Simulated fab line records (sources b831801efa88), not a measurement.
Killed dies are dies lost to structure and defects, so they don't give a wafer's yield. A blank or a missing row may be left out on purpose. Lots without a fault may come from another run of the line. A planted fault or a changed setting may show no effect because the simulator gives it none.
fab line records    flow sky130
[record] lots = 12  wafers = 36  lastDay = 50
route steps=708 shown POLY_GATE@218 LDD_HVP@282 LDD_LDN@296 PAD_OPEN@708
lots untouched by any fault: they come from a run of this same line in which no faults occurred
startH: start of the lot's first displayed wafer, in hours after the record's first day    waitH: hours elapsed since this lot's preceding step    " same as the row above    L1.1+2: a single row standing in for several wafers    - no value present, or no start provided    * or withheld: withheld    < > ~ a bound
route shown NAME@n: NAME is a module with steps in the file, n the number in the route of the first one    usual: the fault-free wafers' mean and standard deviation    same: alike in all rows    chamber/n: place in a boat    sites: the reading at each site    _std_site: standard deviation across them    _edge_site: outer sites' mean less inner sites'    radiusMm: how far each site lies from the wafer's centre    mask NAME#n: copy n    behind: the tool/chamber that last shaped the wafer    hold: what put the lot on hold/how long, in hours/how the hold closed    device: whichever transistor did not switch (one of n, p or np)    end of line: the same wafers' tests at the end of the route    a step without rows: its recipe alone    killed: dies lost to structure and defects at the first sort, not the wafer's yield    map: per-die view of a wafer (x killed, . not killed, _ where there is no die)
set.NAME: the run value of the setting; set.NAME@STEP: its run value at that earlier step    model.NAME: the simulator's own value behind a step, which no gauge read
the route's steps for a sample of lots (tables are steps, rows are wafers)
services: the hour from which a tool's chamber was out of use, counted from the record's first day as startH (under 0 if before that day), plus the number of hours and why
[[steps]]
[step SKY_POLY_GATE_THK_MEAS_04]
[recipe] reads = Si3N4_of_POLY_GATE_CVD_03
[usual] POLY_GATE_CVD_03_THK = 74.7/0.67
lot.wafer  tool          chamber  startH  waitH  POLY_GATE_CVD_03_THK[nm]
L360.2     filmMetro-04  -        349.72  0.0    74.8
L360.4     "             -        "       "      74.8
L360.5     "             -        "       "      74.8
L361.1     filmMetro-04  -        356.00  0.0    74.6
L361.3     "             -        "       "      74.6
L361.5     "             -        "       "      74.8
L362.2     filmMetro-01  -        364.53  0.0    74.4
L362.4     "             -        "       "      74.4
L362.5     "             -        "       "      74.5
L367.2     filmMetro-04  -        428.79  0.1    74.2
L367.4     "             -        "       "      73.9
L367.5     "             -        "       "      74.2
L369.3     filmMetro-04  -        443.85  0.0    75.1
L369.5     "             -        "       "      75.3
L369.6     "             -        "       "      75.0
L371.2     filmMetro-01  -        451.88  0.0    75.1
L371.3     "             -        "       "      75.3
L371.4     "             -        "       "      75.0
L373.2     filmMetro-01  -        487.96  0.0    75.0
L373.5     "             -        "       "      75.1
L373.6     "             -        "       "      74.4
L375.1     filmMetro-04  -        491.52  0.0    75.3
L375.4     "             -        "       "      74.5
L375.5     "             -        "       "      74.9
L377.1     filmMetro-04  -        501.12  0.0    74.5
L377.3     "             -        "       "      74.9
L377.5     "             -        "       "      73.8
L378.1     filmMetro-01  -        504.73  0.0    73.5
L378.5     "             -        "       "      73.8
L378.6     "             -        "       "      73.2
L379.1     filmMetro-04  -        509.10  0.0    74.6
L379.3     "             -        "       "      75.0
L379.4     "             -        "       "      74.4
L382.3     filmMetro-03  -        539.16  0.0    74.6
L382.5     "             -        "       "      74.6
L382.6     "             -        "       "      74.4
[step SKY_LDD_HVP_EXPOSE_04]
[recipe] maskId = HVPTM  na = 0.6  sourceShape = conventional  sigmaOuter = 0.6  polarization = unpolarized  targetCdNm = 700  doseMj = 86
[usual] focusOffsetNm = 0.1/0.5
lot.wafer  tool             chamber  startH  waitH  mask     focusOffsetNm
L360.2     ilineStepper-01  0        488.02  -      HVPTM#0  -0.3
L360.4     "                0        "       "      HVPTM#0  1.0
L360.5     "                0        "       "      HVPTM#0  0.2
L361.1     ilineStepper-01  0        490.39  -      HVPTM#0  -0.1
L361.3     "                0        "       "      HVPTM#0  -0.1
L361.5     "                0        "       "      HVPTM#0  -0.4
L362.2     ilineStepper-01  0        500.71  -      HVPTM#0  0.0
L362.4     "                0        "       "      HVPTM#0  0.3
L362.5     "                0        "       "      HVPTM#0  0.0
L367.2     ilineStepper-02  0        566.23  -      HVPTM#0  0.0
L367.4     "                0        "       "      HVPTM#0  0.5
L367.5     "                0        "       "      HVPTM#0  0.4
L369.3     ilineStepper-02  0        582.19  -      HVPTM#0  -0.4
L369.5     "                0        "       "      HVPTM#0  0.3
L369.6     "                0        "       "      HVPTM#0  0.8
L371.2     ilineStepper-02  0        591.27  -      HVPTM#0  -0.2
L371.3     "                0        "       "      HVPTM#0  -0.5
L371.4     "                0        "       "      HVPTM#0  -0.4
L373.2     ilineStepper-01  0        623.67  -      HVPTM#0  0.3
L373.5     "                0        "       "      HVPTM#0  0.7
L373.6     "                0        "       "      HVPTM#0  0.3
L375.1     ilineStepper-01  0        628.27  -      HVPTM#0  0.0
L375.4     "                0        "       "      HVPTM#0  -0.6
L375.5     "                0        "       "      HVPTM#0  0.0
L377.1     ilineStepper-01  0        637.36  -      HVPTM#0  -0.2
L377.3     "                0        "       "      HVPTM#0  -0.5
L377.5     "                0        "       "      HVPTM#0  -0.1
L378.1     ilineStepper-01  0        641.36  -      HVPTM#0  0.2
L378.5     "                0        "       "      HVPTM#0  1.0
L378.6     "                0        "       "      HVPTM#0  -0.2
L379.1     ilineStepper-01  0        645.45  -      HVPTM#0  -0.5
L379.3     "                0        "       "      HVPTM#0  -0.9
L379.4     "                0        "       "      HVPTM#0  -0.1
L382.3     ilineStepper-01  0        673.39  -      HVPTM#0  -1.0
L382.5     "                0        "       "      HVPTM#0  0.0
L382.6     "                0        "       "      HVPTM#0  0.9
[step SKY_LDD_HVP_OVL_MEAS_07]
[usual] LDD_HVP_OVL = -1.0/1.3
lot.wafer  tool        chamber  startH  waitH  LDD_HVP_OVL[nm]
L360.2     overlay-01  -        502.79  0.1    -2.7
L360.4     "           -        "       "      -3.7
L360.5     "           -        "       "      -1.1
L361.1     overlay-01  -        505.40  0.1    -2.7
L361.3     "           -        "       "      -3.3
L361.5     "           -        "       "      -3.0
L362.2     overlay-01  -        515.49  0.1    -1.1
L362.4     "           -        "       "      0.8
L362.5     "           -        "       "      1.0
L367.2     overlay-02  -        580.79  0.1    37.2
L367.4     "           -        "       "      35.8
L367.5     "           -        "       "      36.5
L369.3     overlay-02  -        596.15  0.1    36.3
L369.5     "           -        "       "      37.0
L369.6     "           -        "       "      38.4
L371.2     overlay-01  -        605.64  0.1    38.2
L371.3     "           -        "       "      39.2
L371.4     "           -        "       "      38.2
L373.2     overlay-02  -        637.89  0.1    -1.5
L373.5     "           -        "       "      -2.3
L373.6     "           -        "       "      -2.2
L375.1     overlay-02  -        642.63  0.1    0.7
L375.4     "           -        "       "      0.5
L375.5     "           -        "       "      -0.4
L377.1     overlay-02  -        650.90  0.1    -2.6
L377.3     "           -        "       "      0.0
L377.5     "           -        "       "      -1.5
L378.1     overlay-02  -        655.70  0.1    0.6
L378.5     "           -        "       "      -0.6
L378.6     "           -        "       "      -0.5
L379.1     overlay-01  -        659.68  0.1    -0.7
L379.3     "           -        "       "      0.0
L379.4     "           -        "       "      -1.1
L382.3     overlay-01  -        686.94  0.1    0.2
L382.5     "           -        "       "      0.2
L382.6     "           -        "       "      -0.4
[step SKY_LDD_HVP_STRIP_09]
[recipe] chemistry = O2/N2  powerW = 1400  pressureMtorr = 1500  platenTempC = withheld  o2FlowSccm = 3000  n2FlowSccm = 300  overashFraction = 0.5
[usual] drypumpMotorCurrentA = 5.4/0.4  oesProductAu = 0.409/0.0044  stripTimeToEndpointS = 4.136/0.013
lot.wafer  tool            chamber  startH  waitH  drypumpMotorCurrentA  oesProductAu  rfHoursCounterH  stripTimeToEndpointS
L360.2     plasmaAsher-04  0        502.97  0.1    4.9                   0.419         69               4.131
L360.4     "               1        "       "      5.8                   0.406         -                4.136
L360.5     "               1        "       "      5.8                   0.404         -                4.125
L361.1     plasmaAsher-04  0        505.59  0.1    5.0                   0.403         69               4.115
L361.3     "               1        "       "      5.9                   0.403         -                4.143
L361.5     "               0        "       "      5.0                   0.414         -                4.137
L362.2     plasmaAsher-04  1        515.67  0.1    5.9                   0.410         70               4.122
L362.4     "               1        "       "      5.9                   0.410         -                4.145
L362.5     "               0        "       "      4.9                   0.409         -                4.121
L367.2     plasmaAsher-04  0        580.97  0.1    5.0                   0.409         76               4.137
L367.4     "               0        "       "      5.0                   0.409         -                4.140
L367.5     "               0        "       "      5.0                   0.404         -                4.120
L369.3     plasmaAsher-02  0        596.36  0.1    5.0                   0.413         -                4.146
L369.5     "               0        "       "      5.0                   0.413         -                4.143
L369.6     "               1        "       "      5.0                   0.411         -                4.142
L371.2     plasmaAsher-01  0        605.82  0.1    5.4                   0.407         43               4.130
L371.3     "               1        "       "      5.8                   0.401         -                4.123
L371.4     "               0        "       "      5.4                   0.408         -                4.128
L373.2     plasmaAsher-04  1        638.07  0.1    5.9                   0.407         82               4.148
L373.5     "               0        "       "      5.0                   0.405         -                4.116
L373.6     "               1        "       "      5.9                   0.412         -                4.153
L375.1     plasmaAsher-01  0        642.82  0.1    5.4                   0.411         47               4.162
L375.4     "               1        "       "      5.8                   0.413         -                4.149
L375.5     "               0        "       "      5.4                   0.405         -                4.123
L377.1     plasmaAsher-01  1        651.09  0.1    5.8                   0.409         48               4.138
L377.3     "               0        "       "      5.3                   0.414         -                4.145
L377.5     "               0        "       "      5.3                   0.404         -                4.139
L378.1     plasmaAsher-01  0        655.89  0.1    5.3                   0.410         49               4.132
L378.5     "               1        "       "      5.8                   0.406         -                4.147
L378.6     "               0        "       "      5.3                   0.410         -                4.137
L379.1     plasmaAsher-02  0        659.87  0.1    5.0                   0.417         99               4.121
L379.3     "               0        "       "      5.1                   0.408         -                4.120
L379.4     "               1        "       "      4.9                   0.412         -                4.107
L382.3     plasmaAsher-02  1        687.15  0.1    5.0                   0.405         -                4.142
L382.5     "               1        "       "      4.9                   0.409         -                4.123
L382.6     "               0        "       "      5.0                   0.420         -                4.130
[step SKY_LDD_LDN_OVL_MEAS_07]
[usual] LDD_LDN_OVL = -0.9/1.4
lot.wafer  tool        chamber  startH  waitH  LDD_LDN_OVL[nm]
L360.2     overlay-01  -        533.29  0.1    -1.4
L360.4     "           -        "       "      0.3
L360.5     "           -        "       "      -1.0
L361.1     overlay-02  -        535.73  0.1    0.2
L361.3     "           -        "       "      -1.7
L361.5     "           -        "       "      -0.1
L362.2     overlay-02  -        546.36  0.1    -0.5
L362.4     "           -        "       "      -0.2
L362.5     "           -        "       "      -0.4
L367.2     overlay-02  -        610.16  0.1    -2.8
L367.4     "           -        "       "      -1.8
L367.5     "           -        "       "      -1.3
L369.3     overlay-01  -        624.75  0.1    0.8
L369.5     "           -        "       "      1.5
L369.6     "           -        "       "      1.3
L371.2     overlay-02  -        634.09  0.1    1.6
L371.3     "           -        "       "      1.2
L371.4     "           -        "       "      1.1
L373.2     overlay-01  -        665.91  0.1    0.0
L373.5     "           -        "       "      0.1
L373.6     "           -        "       "      -2.4
L375.1     overlay-01  -        671.09  0.1    -1.6
L375.4     "           -        "       "      -1.8
L375.5     "           -        "       "      -1.2
L377.1     overlay-01  -        678.78  0.1    -1.4
L377.3     "           -        "       "      -2.9
L377.5     "           -        "       "      -2.3
L378.1     overlay-01  -        683.73  0.1    -2.6
L378.5     "           -        "       "      -1.1
L378.6     "           -        "       "      -3.0
L379.1     overlay-01  -        687.94  0.1    -4.1
L379.3     "           -        "       "      -2.9
L379.4     "           -        "       "      -3.0
L382.3     overlay-01  -        715.17  0.1    -0.4
L382.5     "           -        "       "      -2.8
L382.6     "           -        "       "      -1.0
[step SKY_PAD_OPEN_PROBE_99]
[usual] killed_at_M0_to_M3 = 43/6.5  killed_at_M4_up = 3.1/1.8  killedAtContacts = 24/4.8  killedAtFrontEnd = 15/4.7  killedAtOther = 0.3/0.58  killedDies = 86/8.6  killedOpen = 47/6.7  killedShort = 39/6.1
[same] grossDies = 492  killedAtBackSide = 0
lot.wafer  tool       chamber  startH   waitH  killed_at_M0_to_M3  killed_at_M4_up  killedAtContacts  killedAtFrontEnd  killedAtOther  killedDies  killedOpen  killedShort
L375.1     prober-02  -        1173.87  0.1    42                  2                18                17                1              80          48          32
L375.4     prober-02  -        1174.02  0.2    43                  4                31                17                1              96          63          33
L375.5     prober-02  -        1174.07  0.2    29                  4                21                14                0              68          28          40
// killed by level:class
L375.1 CONTACT:geometricParticle:open=8 VIA1:geometricParticle:open=8 VIA3:geometricParticle:open=8 FIELD_ISO:geometricParticle:short=6 FIELD_ISO:geometricParticle:open=6 LI_CONTACT:geometricParticle:open=6 METAL2:geometricParticle:short=6 METAL1:geometricParticle:short=4
L375.4 CONTACT:geometricParticle:open=14 VIA1:geometricParticle:open=11 LI_CONTACT:geometricParticle:open=8 VIA3:geometricParticle:open=6 VIA2:geometricParticle:open=6 POLY_GATE:geometricParticle:open=5 CONTACT:geometricParticle:short=4 METAL1:geometricParticle:short=4
L375.5 FIELD_ISO:geometricParticle:short=7 METAL2:geometricParticle:short=7 LI_CONTACT:geometricParticle:open=6 VIA1:geometricParticle:open=6 LI_CONTACT:geometricParticle:short=5 METAL4:geometricParticle:short=4 CONTACT:geometricParticle:open=4 VIA1:geometricParticle:short=4
[[services]]
tool             chamber  startH  hours  kind
ilineStepper-02  -        487.52  1.7    pm
ilineStepper-02  -        494.52  0.6    repair
ilineStepper-01  -        548.74  2.1    pm
ilineStepper-01  -        550.82  -      consumableReplace:lamp
ilineStepper-01  -        569.69  1.7    pm
plasmaAsher-02   -        610.52  5.1    repair
plasmaAsher-02   -        639.31  1.4    repair
ilineStepper-02  -        649.94  9.8    repair
plasmaAsher-04   -        677.54  28.1   pm
[[key]]
[firstSign] step = SKY_LDD_HVP_OVL_MEAS_07  reading = LDD_HVP_OVL  direction = up  sigmas = 28  usual = -1.0  struck = 37.4
effect none on later readings
metAt SKY_LDD_HVP_EXPOSE_04
struckLots L367,L369,L371
testerLeftOut L367,L369,L371
notActingAt SKY_POLY_GATE_THK_MEAS_04,SKY_LDD_HVP_STRIP_09,SKY_LDD_LDN_OVL_MEAS_07
[fault] kind = scannerMatchingOverlay  tool = ilineStepper-02  chamber = -  onsetH = 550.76  steps = SKY_LDD_HVP_EXPOSE_04  offset = 37.803
// testerLeftOut: of these lots the tester's yield and bins aren't shown, on N5 and GAA mostly nor the transistor test; their killed dies are dies lost to structure and defects alone, not to doping, threshold or leakage, so they don't give the yield
